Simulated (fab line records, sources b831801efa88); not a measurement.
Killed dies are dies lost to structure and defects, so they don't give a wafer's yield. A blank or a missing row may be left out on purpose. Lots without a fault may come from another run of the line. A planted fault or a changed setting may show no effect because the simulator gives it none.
fab line records | flow sky130
record lots=5 wafers=15 last_day=50
route steps=708 shown SD_P@327 RES_XHIGH@332 SD_N@342 SALICIDE@361 PAD_OPEN@708
lots that met no fault: from a run of the same line without faults
start_h: hours from the record's first day to the start of the lot's first wafer shown | wait_h: hours since the lot's step before | " the same as in the row above | L1.1+2: a row that stands for several wafers | - no value, or no start given | * or withheld: withheld | < > ~ a bound
route shown NAME@n: a module of which the file shows steps, and the number in the route of the first | usual: mean/standard deviation of fault-free wafers | same: alike in all rows | chamber/n: place in a boat | sites: the reading at each site | _std_site: their standard deviation | _edge_site: outer sites' mean less inner sites' | radius_mm: how far each site lies from the wafer's centre | mask NAME#n: copy n | behind: the tool/chamber that last shaped the wafer | hold: why the lot was held/for how many hours/how that ended | device: the transistor (n, p or np) that didn't switch | end of line: the same wafers' tests at the end of the route | a step without rows: its recipe alone | killed: dies lost to structure and defects at the first sort, not the wafer's yield | map: a wafer's dies, x killed, . not, _ none there
set.NAME: the setting as run; set.NAME@STEP: as run at that earlier step | model.NAME: the simulator's own value behind a step, which no gauge read
lots at some steps of the route; a table a step, a row a wafer
services: from which hour (start_h, from the record's first day; less than 0 if before it) a tool's chamber was out of use, for how many hours, and why
## steps
# step SKY_SD_P_CD_MEAS_07
# recipe target_cd_nm=380
# usual cd_nm=381.4/2.9
# columns lot.wafer tool chamber start_h wait_h cd_nm
L907.1 cd_sem-01 - 666.31 0.1 386.4
L907.2 " - " " 388.3
L907.3 " - " " 383.8
L912.1 cd_sem-01 - 713.78 0.1 379.0
L912.4 " - " " 383.6
L912.6 " - " " 381.0
L913.1 cd_sem-01 - 716.93 0.1 380.5
L913.5 " - " " 380.9
L913.6 " - " " 382.8
L914.3 cd_sem-01 - 724.95 0.1 378.0
L914.4 " - " " 379.2
L914.6 " - " " 378.7
L919.1 cd_sem-01 - 760.08 0.1 384.4
L919.2 " - " " 385.4
L919.6 " - " " 383.7
# step SKY_SD_P_OVL_MEAS_08
# usual SD_P_OVL=1.5/1.3
# columns lot.wafer tool chamber start_h wait_h SD_P_OVL[nm]
L907.1 overlay-02 - 666.43 0.1 3.2
L907.2 " - " " 4.0
L907.3 " - " " 3.5
L912.1 overlay-02 - 713.90 0.1 0.9
L912.4 " - " " 1.4
L912.6 " - " " 0.5
L913.1 overlay-01 - 717.05 0.1 2.1
L913.5 " - " " 0.7
L913.6 " - " " 0.7
L914.3 overlay-02 - 725.05 0.1 3.5
L914.4 " - " " 1.4
L914.6 " - " " 4.5
L919.1 overlay-02 - 760.20 0.1 0.2
L919.2 " - " " 0.4
L919.6 " - " " 0.8
# step SKY_SD_P_IMPLANT_09
# recipe species=BF2 energy_kev=20 dose_cm2=3e+15 tilt_deg=0
# step SKY_SD_P_STRIP_10
# recipe chemistry=O2/N2 power_w=1400 pressure_mtorr=1500 platen_temp_c=withheld o2_flow_sccm=3000 n2_flow_sccm=300 overash_fraction=0.5
# usual drypump_motor_current_A=5.7/0.3 oes_product_au=0.617/0.0048 strip_time_to_endpoint_s=17.49/0.042
# columns lot.wafer tool chamber start_h wait_h drypump_motor_current_A oes_product_au rf_hours_counter_h strip_time_to_endpoint_s
L907.1 plasma_asher-02 1 666.62 0.1 5.3 0.616 96 17.52
L907.2 " 0 " " 6.1 0.626 96 17.51
L907.3 " 1 " " 5.3 0.620 - 17.50
L912.1 plasma_asher-04 1 714.08 0.1 5.9 0.617 58 17.49
L912.4 " 0 " " 5.7 0.619 - 17.50
L912.6 " 0 " " 5.7 0.614 - 17.46
L913.1 plasma_asher-02 0 717.23 0.1 6.1 0.620 100 17.51
L913.5 " 1 " " 5.4 0.614 - 17.48
L913.6 " 0 " " 6.1 0.621 - 17.52
L914.3 plasma_asher-01 0 725.25 0.1 5.3 0.622 - 17.50
L914.4 " 1 " " 5.8 0.609 - 17.44
L914.6 " 0 " " 5.3 0.608 - 17.47
L919.1 plasma_asher-04 0 760.38 0.1 5.7 0.609 64 17.50
L919.2 " 1 " " 5.9 0.612 64 17.47
L919.6 " 1 " " 5.8 0.622 - 17.47
# step SKY_SD_P_TW_MEAS_11
# usual SD_P_TW=2824/21
# columns lot.wafer tool chamber start_h wait_h SD_P_TW
L907.1 film_metro-04 - 666.72 0.1 2824
L907.2 " - " " 2828
L907.3 " - " " 2845
L912.1 film_metro-02 - 714.18 0.1 2795
L912.4 " - " " 2787
L912.6 " - " " 2791
L913.1 film_metro-04 - 717.33 0.1 2816
L913.5 " - " " 2824
L913.6 " - " " 2826
L914.3 film_metro-03 - 725.34 0.1 2856
L914.4 " - " " 2845
L914.6 " - " " 2844
L919.1 film_metro-02 - 760.48 0.1 2819
L919.2 " - " " 2823
L919.6 " - " " 2838
# step SKY_RES_XHIGH_DEHYDRATE_00
# recipe temp_c=200 time_s=60
# step SKY_RES_XHIGH_HMDS_01
# recipe prime_time_s=60 prime_temp_c=120
# step SKY_RES_XHIGH_COAT_02
# recipe resist=NOVOLAK spin_rpm=3000 resist_thk_nm=1140
# step SKY_RES_XHIGH_SOFTBAKE_03
# recipe temp_c=90 time_s=60 resist=NOVOLAK
# step SKY_RES_XHIGH_EXPOSE_04
# recipe mask_id=URPM na=0.6 source_shape=conventional sigma_outer=0.6 polarization=unpolarized target_cd_nm=1270 dose_mj=140
# step SKY_RES_XHIGH_PEB_05
# recipe temp_c=withheld time_s=* resist=NOVOLAK
# step SKY_RES_XHIGH_DEVELOP_06
# recipe resist=NOVOLAK developer=TMAH develop_time_s=60 dev_temp_c=23
# step SKY_RES_XHIGH_IMPLANT_07
# recipe species=BF2 energy_kev=20 dose_cm2=3.6e+14 tilt_deg=0
# usual beam_on_s=37.5/1.8 faraday_current_uA=542/26
# columns lot.wafer tool chamber start_h wait_h beam_on_s faraday_current_uA
L907.1 implanter-02 0 694.28 0.1 39.8 510
L907.2 " 0 " " 39.2 516
L907.3 " 0 " " 41.4 489
L912.1 implanter-02 0 741.90 0.1 39.5 512
L912.4 " 0 " " 41.0 495
L912.6 " 0 " " 39.2 518
L913.1 implanter-02 0 744.21 0.1 39.6 510
L913.5 " 0 " " 38.6 526
L913.6 " 0 " " 41.2 493
L914.3 implanter-03 0 752.18 0.1 37.8 538
L914.4 " 0 " " 37.6 540
L914.6 " 0 " " 38.3 527
L919.1 implanter-03 0 786.80 0.1 37.5 543
L919.2 " 0 " " 38.5 526
L919.6 " 0 " " 36.9 547
# step SKY_RES_XHIGH_STRIP_08
# recipe chemistry=O2/N2 power_w=1400 pressure_mtorr=1500 platen_temp_c=withheld o2_flow_sccm=3000 n2_flow_sccm=300 overash_fraction=0.5
# usual drypump_motor_current_A=5.54/0.25 oes_product_au=0.711/0.0045 strip_time_to_endpoint_s=14.28/0.045
# columns lot.wafer tool chamber start_h wait_h drypump_motor_current_A oes_product_au rf_hours_counter_h strip_time_to_endpoint_s
L907.1 plasma_asher-03 1 694.43 0.1 5.25 0.705 87 14.31
L907.2 " 0 " " 5.44 0.713 87 14.24
L907.3 " 1 " " 5.19 0.708 - 14.27
L912.1 plasma_asher-01 0 742.05 0.1 5.34 0.713 32 14.31
L912.4 " 1 " " 5.82 0.705 - 14.26
L912.6 " 0 " " 5.35 0.717 - 14.30
L913.1 plasma_asher-04 1 744.36 0.1 5.86 0.712 63 14.28
L913.5 " 0 " " 5.69 0.714 - 14.28
L913.6 " 1 " " 5.87 0.711 - 14.25
L914.3 plasma_asher-03 1 752.31 0.1 5.21 0.711 - 14.23
L914.4 " 0 " " 5.42 0.714 - 14.25
L914.6 " 1 " " 5.21 0.707 - 14.23
L919.1 plasma_asher-03 0 786.95 0.1 5.40 0.714 94 14.26
L919.2 " 1 " " 5.22 0.714 94 14.21
L919.6 " 1 " " 5.18 0.705 - 14.24
# step SKY_RES_XHIGH_TW_MEAS_09
# usual RES_XHIGH_TW=1646/11
# columns lot.wafer tool chamber start_h wait_h RES_XHIGH_TW
L907.1 film_metro-02 - 694.53 0.1 1623
L907.2 " - " " 1619
L907.3 " - " " 1620
L912.1 film_metro-02 - 742.15 0.1 1651
L912.4 " - " " 1664
L912.6 " - " " 1653
L913.1 film_metro-04 - 744.46 0.1 1647
L913.5 " - " " 1630
L913.6 " - " " 1617
L914.3 film_metro-03 - 752.40 0.1 1655
L914.4 " - " " 1658
L914.6 " - " " 1655
L919.1 film_metro-02 - 787.05 0.1 1634
L919.2 " - " " 1633
L919.6 " - " " 1636
# step SKY_SD_N_DEHYDRATE_00
# recipe temp_c=200 time_s=60
# step SKY_SD_N_HMDS_01
# recipe prime_time_s=60 prime_temp_c=120
# step SKY_SD_N_COAT_02
# recipe resist=NOVOLAK spin_rpm=3000 resist_thk_nm=1140
# step SKY_SD_N_SOFTBAKE_03
# recipe temp_c=90 time_s=60 resist=NOVOLAK
# step SKY_SD_N_EXPOSE_04
# recipe mask_id=NSDM na=0.6 source_shape=conventional sigma_outer=0.6 polarization=unpolarized target_cd_nm=380 dose_mj=141
# step SKY_SD_N_PEB_05
# recipe temp_c=withheld time_s=* resist=NOVOLAK
# step SKY_SD_N_DEVELOP_06
# recipe resist=NOVOLAK developer=TMAH develop_time_s=60 dev_temp_c=23
# step SKY_SD_N_CD_MEAS_07
# recipe target_cd_nm=380
# usual cd_nm=381/3.1
# columns lot.wafer tool chamber start_h wait_h cd_nm
L907.1 cd_sem-02 - 721.80 0.1 384
L907.2 " - " " 382
L907.3 " - " " 384
L912.1 cd_sem-01 - 768.99 0.1 382
L912.4 " - " " 381
L912.6 " - " " 382
L913.1 cd_sem-01 - 771.65 0.1 377
L913.5 " - " " 376
L913.6 " - " " 376
L914.3 cd_sem-01 - 779.19 0.1 381
L914.4 " - " " 381
L914.6 " - " " 382
L919.1 cd_sem-01 - 813.93 0.1 375
L919.2 " - " " 375
L919.6 " - " " 376
# step SKY_SD_N_OVL_MEAS_08
# usual SD_N_OVL=-0.1/1.3
# columns lot.wafer tool chamber start_h wait_h SD_N_OVL[nm]
L907.1 overlay-02 - 721.92 0.1 3.1
L907.2 " - " " 2.0
L907.3 " - " " 0.6
L912.1 overlay-02 - 769.11 0.1 0.7
L912.4 " - " " -1.1
L912.6 " - " " -0.5
L913.1 overlay-02 - 771.77 0.1 0.9
L913.5 " - " " 0.5
L913.6 " - " " 1.6
L914.3 overlay-01 - 779.29 0.1 1.8
L914.4 " - " " 0.7
L914.6 " - " " -0.4
L919.1 overlay-02 - 814.05 0.1 -2.9
L919.2 " - " " -0.1
L919.6 " - " " -0.4
# step SKY_SD_N_IMPLANT_09
# recipe species=As energy_kev=50 dose_cm2=4e+15 tilt_deg=0
# step SKY_SD_N_IMPLANT_10
# recipe species=P energy_kev=20 dose_cm2=1e+14 tilt_deg=0
# step SKY_SD_N_STRIP_11
# recipe chemistry=O2/N2 power_w=1400 pressure_mtorr=1500 platen_temp_c=withheld o2_flow_sccm=3000 n2_flow_sccm=300 overash_fraction=0.5
# usual drypump_motor_current_A=5.67/0.26 oes_product_au=0.528/0.0047 strip_time_to_endpoint_s=22.56/0.042
# columns lot.wafer tool chamber start_h wait_h drypump_motor_current_A oes_product_au rf_hours_counter_h strip_time_to_endpoint_s
L907.1 plasma_asher-04 1 722.26 0.1 5.84 0.520 59 22.57
L907.2 " 0 " " 5.70 0.527 59 22.63
L907.3 " 1 " " 5.86 0.528 - 22.60
L912.1 plasma_asher-04 0 769.44 0.1 5.68 0.530 65 22.50
L912.4 " 0 " " 5.69 0.524 - 22.55
L912.6 " 0 " " 5.68 0.525 - 22.55
L913.1 plasma_asher-02 0 772.11 0.1 6.05 0.526 4 22.56
L913.5 " 1 " " 5.33 0.525 - 22.53
L913.6 " 0 " " 6.07 0.523 - 22.57
L914.3 plasma_asher-04 0 779.64 0.1 5.69 0.533 - 22.61
L914.4 " 1 " " 5.88 0.526 - 22.62
L914.6 " 0 " " 5.69 0.533 - 22.57
L919.1 plasma_asher-02 1 814.38 0.1 5.35 0.531 8 22.56
L919.2 " 0 " " 6.07 0.531 8 22.53
L919.6 " 1 " " 5.35 0.534 - 22.55
# step SKY_SD_N_TW_MEAS_12
# usual SD_N_TW=3997/23
# columns lot.wafer tool chamber start_h wait_h SD_N_TW
L907.1 film_metro-04 - 722.36 0.1 4026
L907.2 " - " " 4027
L907.3 " - " " 4016
L912.1 film_metro-02 - 769.54 0.1 3981
L912.4 " - " " 3986
L912.6 " - " " 3986
L913.1 film_metro-03 - 772.21 0.1 4015
L913.5 " - " " 4032
L913.6 " - " " 4041
L914.3 film_metro-04 - 779.73 0.1 4005
L914.4 " - " " 3991
L914.6 " - " " 3997
L919.1 film_metro-02 - 814.48 0.1 3998
L919.2 " - " " 4000
L919.6 " - " " 4011
# step SKY_SD_N_CLEAN_13
# recipe chemistry=SC1/SC2 mix=1:4:20 temp_c=70 time_s=150 dry=n2_spin
# step SKY_SD_N_RTA_14
# recipe temp_c=1075 time_s=2 idle_temp_c=650 ramp_up_c_per_s=150 ramp_down_c_per_s=90 ambient=N2
# usual lamp_power_pct=15.74/0.051 wafer_temp_C_max=1078.1/1.4
# columns lot.wafer tool chamber start_h wait_h lamp_power_pct wafer_temp_C_max
L907.1 rtp_anneal-01 0 722.47 0.0 15.83 1078.3
L907.2 " 0 " " 15.75 1076.8
L907.3 " 0 " " 15.65 1078.9
L912.1 rtp_anneal-02 0 769.65 0.0 15.75 1077.6
L912.4 " 0 " " 15.69 1079.4
L912.6 " 0 " " 15.66 1080.3
L913.1 rtp_anneal-01 0 772.32 0.0 15.76 1078.8
L913.5 " 0 " " 15.77 1077.8
L913.6 " 0 " " 15.76 1075.9
L914.3 rtp_anneal-02 0 779.84 0.0 15.66 1080.1
L914.4 " 0 " " 15.68 1077.2
L914.6 " 0 " " 15.78 1077.5
L919.1 rtp_anneal-01 0 814.59 0.0 15.71 1077.9
L919.2 " 0 " " 15.69 1077.5
L919.6 " 0 " " 15.68 1076.6
# step SKY_SD_N_RS_MEAS_16
# recipe thk_meas_gauge=four-point-probe
# usual SD_N_RS=68.61/0.11
# columns lot.wafer tool chamber start_h wait_h SD_N_RS[ohm/sq]
L907.1 film_metro-03 - 722.65 0.1 68.78
L907.2 " - " " 68.68
L907.3 " - " " 68.40
L912.1 film_metro-03 - 769.83 0.1 68.59
L912.4 " - " " 68.69
L912.6 " - " " 68.55
L913.1 film_metro-04 - 772.49 0.1 68.65
L913.5 " - " " 68.71
L913.6 " - " " 68.71
L914.3 film_metro-02 - 780.04 0.1 68.44
L914.4 " - " " 68.60
L914.6 " - " " 68.47
L919.1 film_metro-04 - 814.77 0.1 68.56
L919.2 " - " " 68.61
L919.6 " - " " 68.53
# step SKY_SD_N_RS_MEAS_17
# recipe thk_meas_gauge=four-point-probe
# usual SD_P_RS=147.2/0.33
# columns lot.wafer tool chamber start_h wait_h SD_P_RS[ohm/sq]
L907.1 film_metro-03 - 722.77 0.1 147.5
L907.2 " - " " 147.7
L907.3 " - " " 147.0
L912.1 film_metro-03 - 769.95 0.1 147.4
L912.4 " - " " 147.4
L912.6 " - " " 147.5
L913.1 film_metro-04 - 772.61 0.1 148.0
L913.5 " - " " 147.1
L913.6 " - " " 147.1
L914.3 film_metro-02 - 780.16 0.1 147.0
L914.4 " - " " 146.9
L914.6 " - " " 146.9
L919.1 film_metro-04 - 814.89 0.1 147.0
L919.2 " - " " 146.9
L919.6 " - " " 147.1
# step SKY_SD_N_RS_MEAS_18
# recipe thk_meas_gauge=four-point-probe
# usual RES_XHIGH_RS=333.6/1.3
# columns lot.wafer tool chamber start_h wait_h RES_XHIGH_RS[ohm/sq]
L907.1 film_metro-03 - 722.89 0.1 332.5
L907.2 " - " " 331.3
L907.3 " - " " 333.7
L912.1 film_metro-03 - 770.07 0.1 332.9
L912.4 " - " " 332.7
L912.6 " - " " 334.8
L913.1 film_metro-04 - 772.73 0.1 333.1
L913.5 " - " " 335.5
L913.6 " - " " 347.7
L914.3 film_metro-02 - 780.28 0.1 332.3
L914.4 " - " " 332.0
L914.6 " - " " 332.0
L919.1 film_metro-04 - 815.01 0.1 333.2
L919.2 " - " " 334.4
L919.6 " - " " 332.3
# step SKY_SALICIDE_CLEAN_00
# recipe chemistry=HF-last time_s=30 dilution=100:1 dry=ipa_marangoni
# step SKY_PAD_OPEN_PROBE_99
# usual killed_at_M0_to_M3=44/6.9 killed_at_M4_up=3.3/2.1 killed_at_contacts=24/4.8 killed_at_front_end=15/4.4 killed_dies=87/9.5 killed_open=48/6.5 killed_short=39/6.3
# same gross_dies=492 killed_at_back_side=0 killed_at_other=0
# columns lot.wafer tool chamber start_h wait_h killed_at_M0_to_M3 killed_at_M4_up killed_at_contacts killed_at_front_end killed_dies killed_open killed_short model.etest.res_xhigh_po.rs_ohm_sq_range
L907.1 prober-01 - 1127.82 0.1 43 1 27 11 82 48 34 137.8
L907.2 prober-01 - 1127.87 0.1 44 1 23 21 89 53 36 126.1
L907.3 prober-01 - 1127.92 0.2 46 5 30 15 96 46 50 125.1
L912.1 prober-02 - 1161.16 0.1 52 2 23 10 87 49 38 93.8
L912.4 prober-02 - 1161.31 0.2 32 1 21 11 65 33 32 62.53
L912.6 prober-02 - 1161.41 0.2 39 4 23 17 83 43 40 79.66
L913.1 prober-01 - 1165.66 0.1 38 7 19 20 84 45 39 45.11
L913.5 prober-01 - 1165.86 0.2 51 3 24 13 91 52 39 40.5
L913.6 prober-01 - 1165.91 0.2 33 5 20 11 69 38 31 1886
L914.3 prober-02 - 1168.22 0.2 39 9 20 17 85 45 39 66.03
L914.4 prober-02 - 1168.27 0.2 45 8 28 21 102 50 52 46.35
L914.6 prober-02 - 1168.37 0.2 40 1 23 10 74 39 34 78.25
L919.1 prober-01 - 1189.06 0.1 40 8 23 20 91 49 42 60.69
L919.2 prober-01 - 1189.11 0.1 53 2 26 12 93 60 33 54.32
L919.6 prober-01 - 1189.31 0.2 35 2 32 18 87 53 33 47.66
# killed by level:class
L907.1 LI_CONTACT:geometric_particle:open=9 VIA1:geometric_particle:open=8 VIA2:geometric_particle:open=8 VIA3:geometric_particle:open=7 CONTACT:geometric_particle:short=6 CONTACT:geometric_particle:open=6 VIA1:geometric_particle:short=6 LOCAL_INTERCONNECT:geometric_particle:short=4
L907.2 VIA1:geometric_particle:open=11 FIELD_ISO:geometric_particle:open=9 LI_CONTACT:geometric_particle:open=7 VIA3:geometric_particle:short=7 VIA2:geometric_particle:open=6 CONTACT:geometric_particle:open=6 CONTACT:geometric_particle:short=5 POLY_GATE:geometric_particle:open=4
L907.3 VIA1:geometric_particle:open=11 LI_CONTACT:geometric_particle:open=7 CONTACT:geometric_particle:short=7 METAL2:geometric_particle:short=7 VIA2:geometric_particle:open=7 FIELD_ISO:geometric_particle:short=6 VIA3:geometric_particle:short=5 CONTACT:geometric_particle:open=5
L912.1 VIA1:geometric_particle:open=11 VIA3:geometric_particle:open=10 CONTACT:geometric_particle:open=8 VIA2:geometric_particle:open=8 CONTACT:geometric_particle:short=7 VIA3:geometric_particle:short=6 VIA1:geometric_particle:short=5 LI_CONTACT:geometric_particle:open=4
L912.4 VIA2:geometric_particle:open=9 CONTACT:geometric_particle:open=8 CONTACT:geometric_particle:short=8 METAL1:geometric_particle:short=5 VIA3:geometric_particle:open=4 FIELD_ISO:geometric_particle:short=3 VIA1:geometric_particle:open=3 VIA2:geometric_particle:short=3
L912.6 METAL1:geometric_particle:short=9 FIELD_ISO:geometric_particle:open=7 VIA1:geometric_particle:open=7 LI_CONTACT:geometric_particle:open=6 CONTACT:geometric_particle:short=6 CONTACT:geometric_particle:open=6 METAL2:geometric_particle:short=6 VIA2:geometric_particle:open=5
L913.1 VIA1:geometric_particle:open=11 CONTACT:geometric_particle:open=7 FIELD_ISO:geometric_particle:open=6 FIELD_ISO:geometric_particle:short=6 POLY_GATE:geometric_particle:short=5 LI_CONTACT:geometric_particle:open=5 METAL1:geometric_particle:short=5 VIA1:geometric_particle:short=5
L913.5 VIA1:geometric_particle:open=14 CONTACT:geometric_particle:open=10 VIA3:geometric_particle:open=9 VIA1:geometric_particle:short=5 METAL2:geometric_particle:short=5 VIA2:geometric_particle:open=5 FIELD_ISO:geometric_particle:short=4 POLY_GATE:geometric_particle:short=4
L913.6 VIA1:geometric_particle:open=11 CONTACT:geometric_particle:open=8 VIA1:geometric_particle:short=6 VIA3:geometric_particle:open=5 FIELD_ISO:geometric_particle:short=4 LOCAL_INTERCONNECT:geometric_particle:short=4 POLY_GATE:geometric_particle:open=4 LI_CONTACT:geometric_particle:open=4
L914.3 VIA1:geometric_particle:open=11 FIELD_ISO:geometric_particle:short=7 CONTACT:geometric_particle:open=7 FIELD_ISO:geometric_particle:open=6 VIA2:geometric_particle:open=6 METAL4:geometric_particle:short=6 VIA1:geometric_particle:short=5 VIA3:geometric_particle:open=5
L914.4 CONTACT:geometric_particle:open=12 VIA1:geometric_particle:open=9 VIA2:geometric_particle:short=8 LI_CONTACT:geometric_particle:short=7 POLY_GATE:geometric_particle:open=6 METAL4:geometric_particle:short=6 FIELD_ISO:geometric_particle:open=5 FIELD_ISO:geometric_particle:short=5
L914.6 CONTACT:geometric_particle:open=9 VIA1:geometric_particle:open=8 LOCAL_INTERCONNECT:geometric_particle:short=5 METAL1:geometric_particle:short=5 VIA1:geometric_particle:short=5 VIA2:geometric_particle:open=5 LI_CONTACT:geometric_particle:open=4 CONTACT:geometric_particle:short=3
L919.1 VIA1:geometric_particle:open=12 CONTACT:geometric_particle:open=8 LI_CONTACT:geometric_particle:open=6 VIA2:geometric_particle:open=6 METAL4:geometric_particle:short=6 POLY_GATE:geometric_particle:short=5 VIA1:geometric_particle:short=5 FIELD_ISO:geometric_particle:open=4
L919.2 VIA1:geometric_particle:open=21 CONTACT:geometric_particle:open=9 VIA3:geometric_particle:open=7 LI_CONTACT:geometric_particle:open=6 CONTACT:geometric_particle:short=6 POLY_GATE:geometric_particle:open=5 VIA1:geometric_particle:short=5 VIA2:geometric_particle:open=5
L919.6 LI_CONTACT:geometric_particle:open=13 CONTACT:geometric_particle:open=9 VIA1:geometric_particle:open=8 POLY_GATE:geometric_particle:open=7 VIA1:geometric_particle:short=5 VIA2:geometric_particle:open=5 LOCAL_INTERCONNECT:geometric_particle:short=4 VIA3:geometric_particle:open=4
## services
# columns tool chamber start_h hours kind
plasma_asher-02 - 684.16 7.0 repair
plasma_asher-02 - 698.03 1.7 repair
rtp_anneal-01 - 706.69 4.2 pm
plasma_asher-01 - 719.50 1.9 repair
implanter-03 - 721.79 9.5 repair
implanter-02 - 730.10 2.0 repair
plasma_asher-02 - 733.75 9.0 pm
plasma_asher-02 0 733.75 9.0 vent_cycle
plasma_asher-02 1 733.75 9.0 vent_cycle
plasma_asher-03 - 735.66 8.4 repair
plasma_asher-01 - 742.75 2.8 pm
plasma_asher-02 0 742.75 - clean
plasma_asher-02 1 742.75 - clean
plasma_asher-01 - 746.89 2.0 repair
plasma_asher-03 - 750.92 1.3 repair
implanter-03 - 753.15 5.9 pm
plasma_asher-01 - 762.29 11.0 pm
plasma_asher-03 - 765.97 14.6 pm
implanter-03 - 781.88 2.9 repair
## key
first_sign step=SKY_SD_N_RS_MEAS_18 reading=RES_XHIGH_RS direction=up sigmas=11 usual=333.6 struck=347.7
effect none on later readings
model_effect step=SKY_PAD_OPEN_PROBE_99 value=etest.res_xhigh_po.rs_ohm_sq_range without=46.77 struck=1886
met_at SKY_RES_XHIGH_IMPLANT_07
struck_wafers L913.6
tester_left_out L913
onset_between 741.90 744.21
fault kind=process_parameter_drift tool=implanter-02 chamber=- onset_h=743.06 steps=SKY_RES_XHIGH_IMPLANT_07 channel=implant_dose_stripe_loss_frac offset=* shape=step end_h=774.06 scope=struck_wafers_only
# tester_left_out: of these lots the tester's yield and bins aren't shown, on N5 and GAA mostly nor the transistor test; their killed dies are dies lost to structure and defects alone, not to doping, threshold or leakage, so they don't give the yield
